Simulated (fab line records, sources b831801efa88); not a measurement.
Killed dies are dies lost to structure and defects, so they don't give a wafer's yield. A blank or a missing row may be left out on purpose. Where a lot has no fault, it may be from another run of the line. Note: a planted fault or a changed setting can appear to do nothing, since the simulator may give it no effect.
The tool behind it: which one? :: flow gf180mcu :: 11 lots, 32 wafers sampled, at 6 steps of a route of 602

== WHAT EACH GAUGE READ, for each wafer ==
GF_M1_THK_MEAS_06: measures by xrf.
lot: L478
measured: day 15 22:09
on: film metro-03
M1_ALCU_THK (nm): 443 441 448

lot: L479
measured: day 16 01:23
on: film metro-02
M1_ALCU_THK (nm): 451 449 452

lot: L481
measured: day 17 03:17
on: film metro-03
M1_ALCU_THK (nm): 452 450 451

lot: L482
measured: day 17 10:50
on: film metro-01
M1_ALCU_THK (nm): 445 446 447

lot: L483
measured: day 17 17:36
on: film metro-02
M1_ALCU_THK (nm): 446 443 446

lot: L485
measured: day 18 13:44
on: film metro-01
M1_ALCU_THK (nm): 447 443 439

lot: L487
measured: day 19 04:41
on: film metro-03
M1_ALCU_THK (nm): 440 443 441

lot: L489
measured: day 19 21:23
on: film metro-02
M1_ALCU_THK (nm): 449 448 445

lot: L490
measured: day 20 17:29
on: film metro-03
M1_ALCU_THK (nm): 441 447 449

lot: L491
measured: day 20 23:27
on: film metro-03
M1_ALCU_THK (nm): 450 451 450

lot: L501
measured: day 24 12:59
on: film metro-03
M1_ALCU_THK (nm): 443 446

GF_V1_OVL_MEAS_15.
lot: L478
measured: day 17 20:38
on: overlay-01
V1_OVL (nm): 12 7 9

lot: L479
measured: day 17 23:46
on: overlay-01
V1_OVL (nm): -1 3 -6

lot: L481
measured: day 19 02:37
on: overlay-02
V1_OVL (nm): 1 6 -6

lot: L482
measured: day 19 11:55
on: overlay-02
V1_OVL (nm): -3 6 -8

lot: L483
measured: day 19 19:07
on: overlay-01
V1_OVL (nm): -4 6 9

lot: L485
measured: day 20 16:22
on: overlay-01
V1_OVL (nm): 12 5 9

lot: L487
measured: day 21 07:19
on: overlay-02
V1_OVL (nm): -6 -3 -9

lot: L489
measured: day 21 22:23
on: overlay-01
V1_OVL (nm): -4 -6 -3

lot: L490
measured: day 22 18:31
on: overlay-02
V1_OVL (nm): -3 3 1

lot: L491
measured: day 22 23:53
on: overlay-01
V1_OVL (nm): 4 -1 6

lot: L501
measured: day 26 09:43
on: overlay-01
V1_OVL (nm): 0 -6

GF_V1_RS_MEAS_24: a four-point-probe measurement.
lot: L478
measured: day 17 21:35
on: film metro-02
V1_W_RS (ohm/sq): 0.335 0.327 0.331

lot: L479
measured: day 18 00:41
on: film metro-04
V1_W_RS (ohm/sq): 0.333 0.330 0.325

lot: L481
measured: day 19 03:34
on: film metro-02
V1_W_RS (ohm/sq): 0.322 0.324 0.322

lot: L482
measured: day 19 12:50
on: film metro-04
V1_W_RS (ohm/sq): 0.332 0.321 0.325

lot: L483
measured: day 19 20:02
on: film metro-04
V1_W_RS (ohm/sq): 0.329 0.332 0.331

lot: L485
measured: day 20 17:23
on: film metro-02
V1_W_RS (ohm/sq): 0.318 0.314 0.315

lot: L487
measured: day 21 08:19
on: film metro-02
V1_W_RS (ohm/sq): 0.326 0.329 0.328

lot: L489
measured: day 21 23:22
on: film metro-04
V1_W_RS (ohm/sq): 0.320 0.319 0.329

lot: L490
measured: day 22 19:28
on: film metro-04
V1_W_RS (ohm/sq): 0.329 0.331 0.332

lot: L491
measured: day 23 00:49
on: film metro-01
V1_W_RS (ohm/sq): 0.330 0.333 0.334

lot: L501
measured: day 26 10:40
on: film metro-02
V1_W_RS (ohm/sq): 0.238 0.237

GF_V1_THK_MEAS_25: measures by xrf.
lot: L478
measured: day 17 21:41
on: film metro-02
V1_W_THK (nm): 350 357 355

lot: L479
measured: day 18 00:48
on: film metro-04
V1_W_THK (nm): 345 348 356

lot: L481
measured: day 19 03:41
on: film metro-02
V1_W_THK (nm): 362 360 364

lot: L482
measured: day 19 12:57
on: film metro-04
V1_W_THK (nm): 348 360 355

lot: L483
measured: day 19 20:09
on: film metro-04
V1_W_THK (nm): 351 348 349

lot: L485
measured: day 20 17:31
on: film metro-02
V1_W_THK (nm): 369 375 374

lot: L487
measured: day 21 08:26
on: film metro-02
V1_W_THK (nm): 359 358 360

lot: L489
measured: day 21 23:27
on: film metro-04
V1_W_THK (nm): 361 360 351

lot: L490
measured: day 22 19:34
on: film metro-04
V1_W_THK (nm): 348 346 346

lot: L491
measured: day 23 00:55
on: film metro-01
V1_W_THK (nm): 359 351 351

lot: L501
measured: day 26 10:46
on: film metro-02
V1_W_THK (nm): 498 499

== EACH LOT AND THE TOOL THAT RAN IT (in order: tool; ch and the chambers of the sampled wafers; start) ==
lot: L478
GF_M1_SPUTTER_04: pvd sputter-04, day 15 21:58
GF_V1_CVD_23: cvd w-02 ch 0,1, day 17 21:28

lot: L479
GF_M1_SPUTTER_04: pvd sputter-03, day 16 01:13
GF_V1_CVD_23: cvd w-02 ch 0,1, day 18 00:33

lot: L481
GF_M1_SPUTTER_04: pvd sputter-03, day 17 03:08
GF_V1_CVD_23: cvd w-01 ch 0,1, day 19 03:27

lot: L482
GF_M1_SPUTTER_04: pvd sputter-02, day 17 10:40
GF_V1_CVD_23: cvd w-02 ch 0,1, day 19 12:43

lot: L483
GF_M1_SPUTTER_04: pvd sputter-04, day 17 17:26
GF_V1_CVD_23: cvd w-01 ch 0,1, day 19 19:55

lot: L485
GF_M1_SPUTTER_04: pvd sputter-02, day 18 13:34
GF_V1_CVD_23: cvd w-02 ch 0, day 20 17:10

lot: L487
GF_M1_SPUTTER_04: pvd sputter-04, day 19 04:32
GF_V1_CVD_23: cvd w-01 ch 0,1, day 21 08:12

lot: L489
GF_M1_SPUTTER_04: pvd sputter-04, day 19 21:12
GF_V1_CVD_23: cvd w-02 ch 0,1, day 21 23:14

lot: L490
GF_M1_SPUTTER_04: pvd sputter-04, day 20 17:18
GF_V1_CVD_23: cvd w-01 ch 0,1, day 22 19:21

lot: L491
GF_M1_SPUTTER_04: pvd sputter-03, day 20 23:16
GF_V1_CVD_23: cvd w-01 ch 0,1, day 23 00:42

lot: L501
GF_M1_SPUTTER_04: pvd sputter-03, day 24 12:49
GF_V1_CVD_23: cvd w-02 ch 0, day 26 10:32
- GF_M1_SPUTTER_04: material TiN, target thk 50 nm, time 41.7 s.
- GF_V1_CVD_23: deposits W, target thk 350 nm, time 105.05 s.

== WHAT THE TOOLS THEMSELVES READ (means of the sampled wafers that have a number; where no wafer has one, the mark that the record gives instead) ==
GF_M1_SPUTTER_04.
lot: L478
tool: pvd sputter-04
throttle valve pct (%): 28.8

lot: L479
tool: pvd sputter-03
throttle valve pct (%): 30.4

lot: L481
tool: pvd sputter-03
throttle valve pct (%): 30.8

lot: L482
tool: pvd sputter-02
throttle valve pct (%): 29.3

lot: L483
tool: pvd sputter-04
throttle valve pct (%): 30.0

lot: L485
tool: pvd sputter-02
throttle valve pct (%): 29.5

lot: L487
tool: pvd sputter-04
throttle valve pct (%): 30.1

lot: L489
tool: pvd sputter-04
throttle valve pct (%): 29.6

lot: L490
tool: pvd sputter-04
throttle valve pct (%): 29.7

lot: L491
tool: pvd sputter-03
throttle valve pct (%): 29.9

lot: L501
tool: pvd sputter-03
throttle valve pct (%): 32.2

GF_V1_CVD_23.
lot: L478
tool: cvd w-02
chamber pressure Torr (Torr): 40.01
heater power w (W): 868

lot: L479
tool: cvd w-02
chamber pressure Torr (Torr): 39.94
heater power w (W): 861

lot: L481
tool: cvd w-01
chamber pressure Torr (Torr): 39.99
heater power w (W): 874

lot: L482
tool: cvd w-02
chamber pressure Torr (Torr): 39.96
heater power w (W): 869

lot: L483
tool: cvd w-01
chamber pressure Torr (Torr): 40.10
heater power w (W): 813

lot: L485
tool: cvd w-02
chamber pressure Torr (Torr): 39.98
heater power w (W): 811

lot: L487
tool: cvd w-01
chamber pressure Torr (Torr): 40.07
heater power w (W): 876

lot: L489
tool: cvd w-02
chamber pressure Torr (Torr): 40.01
heater power w (W): 849

lot: L490
tool: cvd w-01
chamber pressure Torr (Torr): 40.10
heater power w (W): 827

lot: L491
tool: cvd w-01
chamber pressure Torr (Torr): 40.02
heater power w (W): 817

lot: L501
tool: cvd w-02
chamber pressure Torr (Torr): 40.07
heater power w (W): 822

== THE ANSWER, worked out from the rows above alone ==
Rule: usual is defined by the lots themselves. Put in order of their means at a reading, lots are off if they are a third of the lots or fewer, leave a main group of 4 or more, and stand apart from it by a gap of 3 or more times the standard deviation of the main group's means; of several such gaps the widest counts. The tables above print the reading to a certain number of digits; a main group whose means all agree to those digits is not used. A lot without any number at a reading at which 4 lots or more have one is off too. The other lots that the step has rows for count as sound. After the gauges, taken in route order, come the tools' own readings; for these a lot's mean is taken, as printed above. At the first step where some lot is off, the reading lying furthest off is the one used; lots without a number count as furthest.
Off: L501, seen at GF_V1_RS_MEAS_24 (V1_W_RS). The main group: mean 0.327 ohm/sq, standard deviation 0.0049.
A tool fits if, at a process step before that reading, it ran every lot that is off, and no sound lot after the first of them. The gauges at GF_V1_RS_MEAS_24 are tried like those tools. Can't be told from this: 3 tools fit, pvd sputter-03 at GF_M1_SPUTTER_04, cvd w-02 at GF_V1_CVD_23, film metro-02 at GF_V1_RS_MEAS_24.

== WHAT THE SIMULATOR PUT IN ==
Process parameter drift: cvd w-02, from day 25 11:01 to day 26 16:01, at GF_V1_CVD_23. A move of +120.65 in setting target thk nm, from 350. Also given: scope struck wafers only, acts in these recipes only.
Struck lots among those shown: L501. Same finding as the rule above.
